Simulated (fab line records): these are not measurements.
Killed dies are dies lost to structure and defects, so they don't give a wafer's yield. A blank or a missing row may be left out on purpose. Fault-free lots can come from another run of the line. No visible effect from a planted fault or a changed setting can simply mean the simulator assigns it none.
The tool behind it: which one? -- flow sky130 -- route of 708 steps, sampled at 1 step: 6 lots, 18 wafers

WHAT THE GAUGES SHOWED, per wafer
SKY_NWELL_RS_MEAS_31: measures by four-point-probe.
lot,measured,on,PWDE_RS (ohm/sq)
L638,day 6 02:20,film-metro-02,5267 5265 5255
L640,day 6 08:52,film-metro-03,5274 5298 5301
L643,day 6 18:38,film-metro-03,5285 5259 5284
L646,day 7 14:31,film-metro-02,5269 5286 5291
L656,day 10 07:16,film-metro-01,5276 5260 5269
L658,day 10 21:48,film-metro-02,5272 5272 5268

TOOL THAT RAN EACH LOT (tool first, then ch and the chambers of the sampled wafers, then the start)
Record: no process step prior to these readings.

THE ANSWER, worked out from the rows above alone
Rule: the lots themselves supply what counts as usual. The widest of any qualifying gaps counts: lots, ordered by their means at a reading, are off when they make up no more than a third of the lots, leave a main group of 4 or more, and stand apart from it by 3 or more times the standard deviation of that group's means. A main group is skipped when, at the precision printed for the reading in the tables above, its means are all equal. A lot without any number at a reading at which 4 lots or more have one is off too. Any other lot the step has rows for is counted as sound.
No lot is off on any of the readings shown, so nothing can be concluded from this.

WHAT THE SIMULATOR HAD PUT IN
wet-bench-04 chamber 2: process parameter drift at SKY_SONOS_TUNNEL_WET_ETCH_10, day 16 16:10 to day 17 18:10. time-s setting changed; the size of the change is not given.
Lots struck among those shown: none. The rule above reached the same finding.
